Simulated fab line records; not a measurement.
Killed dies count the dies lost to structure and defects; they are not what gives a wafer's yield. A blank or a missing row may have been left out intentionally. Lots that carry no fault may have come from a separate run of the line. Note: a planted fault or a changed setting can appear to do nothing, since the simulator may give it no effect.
fab line records ; flow gf180mcu
record: lots: 24; wafers: 72; last_day: 34
route steps=602 shown V2@387 M3@411 V5@565
lots with no fault: from the same line, run without faults
start_h: the number of hours between the record's first day and the start of the first shown wafer of the lot ; wait_h: hours elapsed since this lot's preceding step ; " the same as in the row above ; L1.1+2: a row that stands for several wafers ; - either no value or no given start ; * or withheld: withheld ; < > ~ a bound
route shown NAME@n: NAME is a module with steps in the file, n the number in the route of the first one ; usual: mean/standard deviation taken from wafers without a fault ; same: alike in all rows ; chamber/n: place in a boat ; sites: the reading at each site ; _std_site: their standard deviation ; _edge_site: inner sites' mean taken away from outer sites' mean ; radius_mm: how far each site lies from the wafer's centre ; mask NAME#n: copy n ; behind: the last tool/chamber to shape the wafer ; hold: reason for holding the lot/hours on hold/outcome of the hold ; device: names the non-switching transistor (n, p or np) ; end of line: the same wafers' tests at the end of the route ; a step given without rows: its recipe and nothing more ; killed: dies lost to structure and defects at the first sort, not the wafer's yield ; map: a wafer's dies, marking killed ones x, the rest . and places with no die _
set.NAME: setting as actually run; set.NAME@STEP: the setting as run at that earlier step ; model.NAME: the simulator's own value behind a step, which no gauge read
one table for each step of the route and one row for each wafer, over a sample of lots
services: when a tool's chamber went out of use (start_h, in hours from the record's first day, below 0 if earlier), for how many hours, and the reason
== steps ==
step: GF_V2_BOW_MEAS_05
recipe: mode: bow
usual: V2_BOW: 98/7.4
lot.wafer;tool;chamber;start_h;wait_h;V2_BOW[um]
L074.4;film_metro-02;-;434.94;0.2;97
L074.5;film_metro-02;-;434.94;0.2;96
L074.6;film_metro-02;-;434.94;0.2;96
L075.2;film_metro-03;-;446.62;0.3;91
L075.4;film_metro-03;-;446.62;0.3;101
L075.6;film_metro-03;-;446.62;0.3;87
L076.1;film_metro-02;-;450.64;0.2;98
L076.2;film_metro-02;-;450.64;0.2;100
L076.6;film_metro-02;-;450.64;0.2;84
L077.2;film_metro-04;-;454.79;0.2;98
L077.5;film_metro-04;-;454.79;0.2;83
L077.6;film_metro-04;-;454.79;0.2;98
L078.2;film_metro-02;-;480.49;0.1;107
L078.3;film_metro-02;-;480.49;0.1;106
L078.6;film_metro-02;-;480.49;0.1;110
L079.1;film_metro-04;-;480.79;0.2;92
L079.3;film_metro-04;-;480.79;0.2;93
L079.6;film_metro-04;-;480.79;0.2;89
L080.1;film_metro-03;-;490.14;0.1;111
L080.5;film_metro-03;-;490.14;0.1;103
L080.6;film_metro-03;-;490.14;0.1;108
L081.1;film_metro-02;-;501.62;0.2;103
L081.4;film_metro-02;-;501.62;0.2;108
L081.5;film_metro-02;-;501.62;0.2;112
L082.3;film_metro-04;-;513.05;0.3;91
L082.5;film_metro-04;-;513.05;0.3;97
L082.6;film_metro-04;-;513.05;0.3;102
L083.3;film_metro-04;-;519.60;0.1;94
L083.4;film_metro-04;-;519.60;0.1;102
L083.5;film_metro-04;-;519.60;0.1;88
L084.2;film_metro-04;-;534.00;0.2;95
L084.3;film_metro-04;-;534.00;0.2;97
L084.6;film_metro-04;-;534.00;0.2;81
L085.1;film_metro-04;-;544.84;0.1;115
L085.5;film_metro-04;-;544.84;0.1;108
L085.6;film_metro-04;-;544.84;0.1;106
L086.1;film_metro-03;-;545.48;0.1;101
L086.2;film_metro-03;-;545.48;0.1;101
L086.3;film_metro-03;-;545.48;0.1;99
L087.3;film_metro-02;-;552.74;0.2;100
L087.5;film_metro-02;-;552.74;0.2;97
L087.6;film_metro-02;-;552.74;0.2;97
L088.1;film_metro-02;-;562.79;0.2;89
L088.3;film_metro-02;-;562.79;0.2;90
L088.5;film_metro-02;-;562.79;0.2;97
L089.2;film_metro-02;-;573.45;0.1;101
L089.3;film_metro-02;-;573.45;0.1;100
L089.6;film_metro-02;-;573.45;0.1;99
L090.1;film_metro-04;-;582.20;0.1;103
L090.4;film_metro-04;-;582.20;0.1;94
L090.6;film_metro-04;-;582.20;0.1;98
L091.1;film_metro-02;-;585.78;0.2;98
L091.4;film_metro-02;-;585.78;0.2;83
L091.6;film_metro-02;-;585.78;0.2;94
L092.1;film_metro-04;-;593.97;0.1;93
L092.2;film_metro-04;-;593.97;0.1;99
L092.3;film_metro-04;-;593.97;0.1;90
L093.2;film_metro-03;-;598.35;0.2;91
L093.3;film_metro-03;-;598.35;0.2;98
L093.6;film_metro-03;-;598.35;0.2;104
L094.1;film_metro-04;-;606.84;0.1;112
L094.3;film_metro-04;-;606.84;0.1;96
L094.4;film_metro-04;-;606.84;0.1;86
L095.2;film_metro-02;-;611.43;0.3;94
L095.5;film_metro-02;-;611.43;0.3;91
L095.6;film_metro-02;-;611.43;0.3;92
L096.1;film_metro-04;-;618.06;0.2;96
L096.4;film_metro-04;-;618.06;0.2;101
L096.6;film_metro-04;-;618.06;0.2;99
L097.4;film_metro-03;-;626.23;0.2;97
L097.5;film_metro-03;-;626.23;0.2;111
L097.6;film_metro-03;-;626.23;0.2;106
step: GF_V2_OVL_MEAS_15
usual: V2_OVL: 4/4.5
lot.wafer;tool;chamber;start_h;wait_h;V2_OVL[nm]
L074.4;overlay-01;-;459.25;0.1;8
L074.5;overlay-01;-;459.25;0.1;-5
L074.6;overlay-01;-;459.25;0.1;-1
L075.2;overlay-01;-;470.92;0.1;4
L075.4;overlay-01;-;470.92;0.1;1
L075.6;overlay-01;-;470.92;0.1;6
L076.1;overlay-02;-;474.86;0.1;12
L076.2;overlay-02;-;474.86;0.1;6
L076.6;overlay-02;-;474.86;0.1;9
L077.2;overlay-02;-;478.92;0.1;-1
L077.5;overlay-02;-;478.92;0.1;5
L077.6;overlay-02;-;478.92;0.1;2
L078.2;overlay-01;-;504.29;0.1;3
L078.3;overlay-01;-;504.29;0.1;-5
L078.6;overlay-01;-;504.29;0.1;-3
L079.1;overlay-02;-;504.73;0.1;2
L079.3;overlay-02;-;504.73;0.1;4
L079.6;overlay-02;-;504.73;0.1;4
L080.1;overlay-02;-;514.23;0.1;10
L080.5;overlay-02;-;514.23;0.1;1
L080.6;overlay-02;-;514.23;0.1;13
L081.1;overlay-01;-;525.55;0.1;7
L081.4;overlay-01;-;525.55;0.1;1
L081.5;overlay-01;-;525.55;0.1;1
L082.3;overlay-02;-;536.77;0.1;-3
L082.5;overlay-02;-;536.77;0.1;-1
L082.6;overlay-02;-;536.77;0.1;-6
L083.3;overlay-01;-;542.47;0.1;1
L083.4;overlay-01;-;542.47;0.1;0
L083.5;overlay-01;-;542.47;0.1;2
L084.2;overlay-01;-;556.79;0.1;1
L084.3;overlay-01;-;556.79;0.1;7
L084.6;overlay-01;-;556.79;0.1;5
L085.1;overlay-01;-;567.18;0.1;3
L085.5;overlay-01;-;567.18;0.1;3
L085.6;overlay-01;-;567.18;0.1;7
L086.1;overlay-01;-;568.20;0.1;6
L086.2;overlay-01;-;568.20;0.1;9
L086.3;overlay-01;-;568.20;0.1;9
L087.3;overlay-02;-;575.09;0.1;2
L087.5;overlay-02;-;575.09;0.1;4
L087.6;overlay-02;-;575.09;0.1;-1
L088.1;overlay-02;-;584.28;0.1;0
L088.3;overlay-02;-;584.28;0.1;3
L088.5;overlay-02;-;584.28;0.1;0
L089.2;overlay-02;-;594.21;0.1;8
L089.3;overlay-02;-;594.21;0.1;7
L089.6;overlay-02;-;594.21;0.1;6
L090.1;overlay-01;-;603.23;0.1;8
L090.4;overlay-01;-;603.23;0.1;2
L090.6;overlay-01;-;603.23;0.1;9
L091.1;overlay-02;-;607.13;0.1;1
L091.4;overlay-02;-;607.13;0.1;6
L091.6;overlay-02;-;607.13;0.1;7
L092.1;overlay-01;-;615.08;0.1;-1
L092.2;overlay-01;-;615.08;0.1;1
L092.3;overlay-01;-;615.08;0.1;6
L093.2;overlay-02;-;618.96;0.1;9
L093.3;overlay-02;-;618.96;0.1;5
L093.6;overlay-02;-;618.96;0.1;10
L094.1;overlay-01;-;627.63;0.1;8
L094.3;overlay-01;-;627.63;0.1;4
L094.4;overlay-01;-;627.63;0.1;4
L095.2;overlay-02;-;632.57;0.1;3
L095.5;overlay-02;-;632.57;0.1;8
L095.6;overlay-02;-;632.57;0.1;5
L096.1;overlay-02;-;638.63;0.1;8
L096.4;overlay-02;-;638.63;0.1;2
L096.6;overlay-02;-;638.63;0.1;4
L097.4;overlay-02;-;646.44;0.1;-4
L097.5;overlay-02;-;646.44;0.1;-3
L097.6;overlay-02;-;646.44;0.1;-8
step: GF_V2_RS_MEAS_24
recipe: thk_meas_gauge: four-point-probe; reads: W_of_V2_CVD_23+TiN_of_V2_SPUTTER_22+Ti_of_V2_SPUTTER_21
usual: V2_W_RS: 0.3289/0.0027
lot.wafer;tool;chamber;start_h;wait_h;V2_W_RS[ohm/sq]
L074.4;film_metro-02;-;460.21;0.1;0.3311
L074.5;film_metro-02;-;460.21;0.1;0.3287
L074.6;film_metro-02;-;460.21;0.1;0.3301
L075.2;film_metro-02;-;471.84;0.1;0.3261
L075.4;film_metro-02;-;471.84;0.1;0.3262
L075.6;film_metro-02;-;471.84;0.1;0.3232
L076.1;film_metro-03;-;475.77;0.1;0.3300
L076.2;film_metro-03;-;475.77;0.1;0.3308
L076.6;film_metro-03;-;475.77;0.1;0.3309
L077.2;film_metro-04;-;479.84;0.1;0.3254
L077.5;film_metro-04;-;479.84;0.1;0.3286
L077.6;film_metro-04;-;479.84;0.1;0.3281
L078.2;film_metro-04;-;505.21;0.1;0.3277
L078.3;film_metro-04;-;505.21;0.1;0.3303
L078.6;film_metro-04;-;505.21;0.1;0.3279
L079.1;film_metro-04;-;505.64;0.1;0.3312
L079.3;film_metro-04;-;505.64;0.1;0.3324
L079.6;film_metro-04;-;505.64;0.1;0.3340
L080.1;film_metro-04;-;515.14;0.1;0.3249
L080.5;film_metro-04;-;515.14;0.1;0.3258
L080.6;film_metro-04;-;515.14;0.1;0.3279
L081.1;film_metro-03;-;526.50;0.1;0.3256
L081.4;film_metro-03;-;526.50;0.1;0.3316
L081.5;film_metro-03;-;526.50;0.1;0.3324
L082.3;film_metro-03;-;537.71;0.1;0.3301
L082.5;film_metro-03;-;537.71;0.1;0.3295
L082.6;film_metro-03;-;537.71;0.1;0.3335
L083.3;film_metro-04;-;543.41;0.1;0.3336
L083.4;film_metro-04;-;543.41;0.1;0.3309
L083.5;film_metro-04;-;543.41;0.1;0.3282
L084.2;film_metro-02;-;557.72;0.1;0.3272
L084.3;film_metro-02;-;557.72;0.1;0.3230
L084.6;film_metro-02;-;557.72;0.1;0.3249
L085.1;film_metro-04;-;568.13;0.1;0.3284
L085.5;film_metro-04;-;568.13;0.1;0.3289
L085.6;film_metro-04;-;568.13;0.1;0.3257
L086.1;film_metro-02;-;569.15;0.1;0.3260
L086.2;film_metro-02;-;569.15;0.1;0.3308
L086.3;film_metro-02;-;569.15;0.1;0.3285
L087.3;film_metro-02;-;576.03;0.1;0.3261
L087.5;film_metro-02;-;576.03;0.1;0.3266
L087.6;film_metro-02;-;576.03;0.1;0.3281
L088.1;film_metro-04;-;585.20;0.1;0.3266
L088.3;film_metro-04;-;585.20;0.1;0.3286
L088.5;film_metro-04;-;585.20;0.1;0.3256
L089.2;film_metro-03;-;595.17;0.1;0.3309
L089.3;film_metro-03;-;595.17;0.1;0.3292
L089.6;film_metro-03;-;595.17;0.1;0.3311
L090.1;film_metro-02;-;604.14;0.1;0.3305
L090.4;film_metro-02;-;604.14;0.1;0.3299
L090.6;film_metro-02;-;604.14;0.1;0.3282
L091.1;film_metro-02;-;608.04;0.1;0.3288
L091.4;film_metro-02;-;608.04;0.1;0.3318
L091.6;film_metro-02;-;608.04;0.1;0.3311
L092.1;film_metro-02;-;616.04;0.1;0.3268
L092.2;film_metro-02;-;616.04;0.1;0.3271
L092.3;film_metro-02;-;616.04;0.1;0.3278
L093.2;film_metro-04;-;619.89;0.1;0.3254
L093.3;film_metro-04;-;619.89;0.1;0.3301
L093.6;film_metro-04;-;619.89;0.1;0.3297
L094.1;film_metro-04;-;628.55;0.1;0.3341
L094.3;film_metro-04;-;628.55;0.1;0.3310
L094.4;film_metro-04;-;628.55;0.1;0.3315
L095.2;film_metro-04;-;633.49;0.1;0.3267
L095.5;film_metro-04;-;633.49;0.1;0.3264
L095.6;film_metro-04;-;633.49;0.1;0.3276
L096.1;film_metro-04;-;639.59;0.1;0.3307
L096.4;film_metro-04;-;639.59;0.1;0.3303
L096.6;film_metro-04;-;639.59;0.1;0.3333
L097.4;film_metro-02;-;647.43;0.1;0.3263
L097.5;film_metro-02;-;647.43;0.1;0.3284
L097.6;film_metro-02;-;647.43;0.1;0.3274
step: GF_M3_SPUTTER_02
recipe: material: AlCu; target_thk_nm: 450; power_w: 10600; time_s: 23.9; chamber_pressure_pa: 0.4
usual: throttle_valve_pct: 30.3/1
lot.wafer;tool;chamber;start_h;wait_h;throttle_valve_pct
L074.4;pvd_sputter-01;-;460.76;0.0;30.8
L074.5;pvd_sputter-01;-;460.76;0.0;29.0
L074.6;pvd_sputter-01;-;460.76;0.0;30.7
L075.2;pvd_sputter-01;-;472.44;0.0;30.8
L075.4;pvd_sputter-01;-;472.44;0.0;28.9
L075.6;pvd_sputter-01;-;472.44;0.0;31.1
L076.1;pvd_sputter-02;-;476.40;0.0;30.4
L076.2;pvd_sputter-02;-;476.40;0.0;28.1
L076.6;pvd_sputter-02;-;476.40;0.0;31.8
L077.2;pvd_sputter-01;-;480.44;0.0;28.7
L077.5;pvd_sputter-01;-;480.44;0.0;31.0
L077.6;pvd_sputter-01;-;480.44;0.0;31.1
L078.2;pvd_sputter-03;-;505.81;0.0;30.1
L078.3;pvd_sputter-03;-;505.81;0.0;30.2
L078.6;pvd_sputter-03;-;505.81;0.0;30.2
L079.1;pvd_sputter-01;-;506.41;0.0;30.2
L079.3;pvd_sputter-01;-;506.41;0.0;30.9
L079.6;pvd_sputter-01;-;506.41;0.0;30.5
L080.1;pvd_sputter-02;-;515.75;0.0;28.3
L080.5;pvd_sputter-02;-;515.75;0.0;29.8
L080.6;pvd_sputter-02;-;515.75;0.0;28.1
L081.1;pvd_sputter-02;-;527.11;0.0;28.1
L081.4;pvd_sputter-02;-;527.11;0.0;30.2
L081.5;pvd_sputter-02;-;527.11;0.0;29.9
L082.3;pvd_sputter-03;-;538.28;0.0;30.1
L082.5;pvd_sputter-03;-;538.28;0.0;31.2
L082.6;pvd_sputter-03;-;538.28;0.0;30.3
L083.3;pvd_sputter-01;-;543.98;0.0;31.3
L083.4;pvd_sputter-01;-;543.98;0.0;31.1
L083.5;pvd_sputter-01;-;543.98;0.0;31.2
L084.2;pvd_sputter-02;-;558.31;0.0;30.1
L084.3;pvd_sputter-02;-;558.31;0.0;31.6
L084.6;pvd_sputter-02;-;558.31;0.0;31.1
L085.1;pvd_sputter-03;-;568.74;0.0;30.4
L085.5;pvd_sputter-03;-;568.74;0.0;30.3
L085.6;pvd_sputter-03;-;568.74;0.0;31.0
L086.1;pvd_sputter-01;-;569.76;0.0;30.8
L086.2;pvd_sputter-01;-;569.76;0.0;28.9
L086.3;pvd_sputter-01;-;569.76;0.0;30.5
L087.3;pvd_sputter-01;-;576.60;0.0;30.3
L087.5;pvd_sputter-01;-;576.60;0.0;31.0
L087.6;pvd_sputter-01;-;576.60;0.0;28.7
L088.1;pvd_sputter-02;-;585.81;0.0;30.0
L088.3;pvd_sputter-02;-;585.81;0.0;27.8
L088.5;pvd_sputter-02;-;585.81;0.0;31.1
L089.2;pvd_sputter-02;-;595.76;0.0;31.7
L089.3;pvd_sputter-02;-;595.76;0.0;29.8
L089.6;pvd_sputter-02;-;595.76;0.0;29.8
L090.1;pvd_sputter-01;-;604.75;0.0;28.8
L090.4;pvd_sputter-01;-;604.75;0.0;30.8
L090.6;pvd_sputter-01;-;604.75;0.0;31.0
L091.1;pvd_sputter-01;-;608.65;0.0;28.6
L091.4;pvd_sputter-01;-;608.65;0.0;29.1
L091.6;pvd_sputter-01;-;608.65;0.0;30.6
L092.1;pvd_sputter-03;-;616.65;0.0;30.0
L092.2;pvd_sputter-03;-;616.65;0.0;30.4
L092.3;pvd_sputter-03;-;616.65;0.0;30.9
L093.2;pvd_sputter-02;-;620.48;0.0;31.1
L093.3;pvd_sputter-02;-;620.48;0.0;29.9
L093.6;pvd_sputter-02;-;620.48;0.0;31.0
L094.1;pvd_sputter-02;-;629.16;0.0;30.1
L094.3;pvd_sputter-02;-;629.16;0.0;31.2
L094.4;pvd_sputter-02;-;629.16;0.0;28.2
L095.2;pvd_sputter-03;-;634.08;0.0;30.1
L095.5;pvd_sputter-03;-;634.08;0.0;30.1
L095.6;pvd_sputter-03;-;634.08;0.0;31.4
L096.1;pvd_sputter-02;-;640.20;0.0;31.9
L096.4;pvd_sputter-02;-;640.20;0.0;30.2
L096.6;pvd_sputter-02;-;640.20;0.0;31.2
L097.4;pvd_sputter-02;-;647.98;0.0;28.3
L097.5;pvd_sputter-02;-;647.98;0.0;31.5
L097.6;pvd_sputter-02;-;647.98;0.0;31.0
step: GF_M3_CD_MEAS_14
recipe: target_cd_nm: 280
usual: cd_nm: 279.9/1.3
lot.wafer;tool;chamber;start_h;wait_h;cd_nm
L074.4;cd_sem-02;-;485.82;0.1;279.0
L074.5;cd_sem-02;-;485.82;0.1;277.6
L074.6;cd_sem-02;-;485.82;0.1;279.4
L075.2;cd_sem-02;-;496.91;0.1;278.9
L075.4;cd_sem-02;-;496.91;0.1;279.0
L075.6;cd_sem-02;-;496.91;0.1;280.5
L076.1;cd_sem-02;-;500.57;0.1;280.0
L076.2;cd_sem-02;-;500.57;0.1;276.9
L076.6;cd_sem-02;-;500.57;0.1;278.3
L077.2;cd_sem-01;-;504.53;0.1;282.0
L077.5;cd_sem-01;-;504.53;0.1;280.7
L077.6;cd_sem-01;-;504.53;0.1;280.8
L078.2;cd_sem-02;-;529.34;0.1;280.3
L078.3;cd_sem-02;-;529.34;0.1;279.3
L078.6;cd_sem-02;-;529.34;0.1;280.2
L079.1;cd_sem-02;-;529.61;0.1;279.2
L079.3;cd_sem-02;-;529.61;0.1;280.0
L079.6;cd_sem-02;-;529.61;0.1;281.5
L080.1;cd_sem-01;-;539.41;0.1;279.8
L080.5;cd_sem-01;-;539.41;0.1;279.5
L080.6;cd_sem-01;-;539.41;0.1;278.9
L081.1;cd_sem-02;-;549.86;0.1;279.5
L081.4;cd_sem-02;-;549.86;0.1;279.7
L081.5;cd_sem-02;-;549.86;0.1;279.5
L082.3;cd_sem-02;-;561.06;0.1;281.7
L082.5;cd_sem-02;-;561.06;0.1;279.6
L082.6;cd_sem-02;-;561.06;0.1;281.5
L083.3;cd_sem-01;-;566.87;0.1;280.3
L083.4;cd_sem-01;-;566.87;0.1;279.7
L083.5;cd_sem-01;-;566.87;0.1;279.9
L084.2;cd_sem-02;-;581.13;0.1;278.5
L084.3;cd_sem-02;-;581.13;0.1;277.8
L084.6;cd_sem-02;-;581.13;0.1;277.5
L085.1;cd_sem-02;-;590.63;0.1;281.3
L085.5;cd_sem-02;-;590.63;0.1;280.0
L085.6;cd_sem-02;-;590.63;0.1;282.1
L086.1;cd_sem-01;-;591.92;0.1;281.7
L086.2;cd_sem-01;-;591.92;0.1;282.0
L086.3;cd_sem-01;-;591.92;0.1;281.8
L087.3;cd_sem-02;-;598.11;0.1;280.4
L087.5;cd_sem-02;-;598.11;0.1;279.2
L087.6;cd_sem-02;-;598.11;0.1;278.7
L088.1;cd_sem-01;-;606.83;0.1;279.2
L088.3;cd_sem-01;-;606.83;0.1;278.8
L088.5;cd_sem-01;-;606.83;0.1;278.9
L089.2;cd_sem-02;-;616.35;0.1;279.4
L089.3;cd_sem-02;-;616.35;0.1;278.4
L089.6;cd_sem-02;-;616.35;0.1;280.5
L090.1;cd_sem-01;-;625.12;0.1;280.5
L090.4;cd_sem-01;-;625.12;0.1;279.6
L090.6;cd_sem-01;-;625.12;0.1;281.0
L091.1;cd_sem-01;-;629.23;0.1;281.3
L091.4;cd_sem-01;-;629.23;0.1;281.3
L091.6;cd_sem-01;-;629.23;0.1;281.3
L092.1;cd_sem-02;-;636.57;0.1;278.5
L092.2;cd_sem-02;-;636.57;0.1;279.5
L092.3;cd_sem-02;-;636.57;0.1;277.2
L093.2;cd_sem-02;-;640.69;0.1;278.6
L093.3;cd_sem-02;-;640.69;0.1;278.2
L093.6;cd_sem-02;-;640.69;0.1;279.5
L094.1;cd_sem-02;-;648.32;0.1;279.5
L094.3;cd_sem-02;-;648.32;0.1;279.5
L094.4;cd_sem-02;-;648.32;0.1;278.6
L095.2;cd_sem-02;-;654.03;0.1;281.4
L095.5;cd_sem-02;-;654.03;0.1;281.1
L095.6;cd_sem-02;-;654.03;0.1;281.5
L096.1;cd_sem-02;-;660.31;0.1;280.7
L096.4;cd_sem-02;-;660.31;0.1;280.1
L096.6;cd_sem-02;-;660.31;0.1;279.5
L097.4;cd_sem-02;-;666.89;0.1;283.0
L097.5;cd_sem-02;-;666.89;0.1;282.4
L097.6;cd_sem-02;-;666.89;0.1;283.6
step: GF_V5_THK_MEAS_25
recipe: thk_meas_gauge: xrf; reads: W_of_V5_CVD_23
usual: V5_W_THK: 352/4.8
lot.wafer;tool;chamber;start_h;wait_h;V5_W_THK[nm]
L074.4;film_metro-01;-;628.38;0.1;353
L074.5;film_metro-01;-;628.38;0.1;353
L074.6;film_metro-01;-;628.38;0.1;349
L075.2;film_metro-01;-;637.63;0.1;350
L075.4;film_metro-01;-;637.63;0.1;352
L075.6;film_metro-01;-;637.63;0.1;354
L076.1;film_metro-02;-;640.84;0.1;358
L076.2;film_metro-02;-;640.84;0.1;354
L076.6;film_metro-02;-;640.84;0.1;355
L077.2;film_metro-02;-;644.74;0.1;358
L077.5;film_metro-02;-;644.74;0.1;359
L077.6;film_metro-02;-;644.74;0.1;355
L078.2;film_metro-01;-;665.21;0.1;348
L078.3;film_metro-01;-;665.21;0.1;347
L078.6;film_metro-01;-;665.21;0.1;351
L079.1;film_metro-01;-;665.53;0.1;348
L079.3;film_metro-01;-;665.53;0.1;352
L079.6;film_metro-01;-;665.53;0.1;350
L080.1;film_metro-02;-;671.30;0.1;359
L080.5;film_metro-02;-;671.30;0.1;356
L080.6;film_metro-02;-;671.30;0.1;356
L081.1;film_metro-02;-;681.60;0.1;350
L081.4;film_metro-02;-;681.60;0.1;350
L081.5;film_metro-02;-;681.60;0.1;342
L082.3;film_metro-01;-;691.60;0.1;354
L082.5;film_metro-01;-;691.60;0.1;354
L082.6;film_metro-01;-;691.60;0.1;358
L083.3;film_metro-01;-;696.99;0.1;351
L083.4;film_metro-01;-;696.99;0.1;351
L083.5;film_metro-01;-;696.99;0.1;345
L084.2;film_metro-01;-;708.16;0.1;350
L084.3;film_metro-01;-;708.16;0.1;348
L084.6;film_metro-01;-;708.16;0.1;350
L085.1;film_metro-01;-;715.36;0.1;358
L085.5;film_metro-01;-;715.36;0.1;357
L085.6;film_metro-01;-;715.36;0.1;353
L086.1;film_metro-04;-;717.30;0.1;348
L086.2;film_metro-04;-;717.30;0.1;353
L086.3;film_metro-04;-;717.30;0.1;349
L087.3;film_metro-02;-;723.59;0.1;355
L087.5;film_metro-02;-;723.59;0.1;357
L087.6;film_metro-02;-;723.59;0.1;354
L088.1;film_metro-01;-;731.60;0.1;365
L088.3;film_metro-01;-;731.60;0.1;366
L088.5;film_metro-01;-;731.60;0.1;364
L089.2;film_metro-04;-;738.11;0.1;349
L089.3;film_metro-04;-;738.11;0.1;354
L089.6;film_metro-04;-;738.11;0.1;353
L090.1;film_metro-01;-;745.83;0.1;357
L090.4;film_metro-01;-;745.83;0.1;354
L090.6;film_metro-01;-;745.83;0.1;356
L091.1;film_metro-01;-;750.32;0.1;354
L091.4;film_metro-01;-;750.32;0.1;358
L091.6;film_metro-01;-;750.32;0.1;355
L092.1;film_metro-02;-;755.08;0.1;355
L092.2;film_metro-02;-;755.08;0.1;350
L092.3;film_metro-02;-;755.08;0.1;351
L093.2;film_metro-04;-;759.45;0.1;345
L093.3;film_metro-04;-;759.45;0.1;347
L093.6;film_metro-04;-;759.45;0.1;350
L094.1;film_metro-02;-;765.77;0.1;351
L094.3;film_metro-02;-;765.77;0.1;352
L094.4;film_metro-02;-;765.77;0.1;344
L095.2;film_metro-01;-;769.55;0.1;346
L095.5;film_metro-01;-;769.55;0.1;348
L095.6;film_metro-01;-;769.55;0.1;346
L096.1;film_metro-01;-;775.59;0.1;356
L096.4;film_metro-01;-;775.59;0.1;351
L096.6;film_metro-01;-;775.59;0.1;351
L097.4;film_metro-04;-;780.32;0.1;345
L097.5;film_metro-04;-;780.32;0.1;342
L097.6;film_metro-04;-;780.32;0.1;348
== services ==
tool;chamber;start_h;hours;kind
pvd_sputter-02;2;439.06;-;consumable_replace:kit
pvd_sputter-02;2;439.06;18.0;scheduled_down
pvd_sputter-02;2;439.06;18.0;vent_cycle
pvd_sputter-01;-;490.23;2.8;repair
pvd_sputter-01;-;537.96;0.8;repair
pvd_sputter-02;-;581.17;1.5;repair
pvd_sputter-03;1;603.82;-;consumable_replace:kit
pvd_sputter-03;1;603.82;18.0;scheduled_down
pvd_sputter-03;1;603.82;18.0;vent_cycle
pvd_sputter-01;2;604.84;-;consumable_replace:kit
pvd_sputter-01;2;604.84;18.0;scheduled_down
pvd_sputter-01;2;604.84;18.0;vent_cycle
pvd_sputter-01;-;625.85;65.9;repair
pvd_sputter-03;-;638.32;5.5;repair
== key ==
fault none
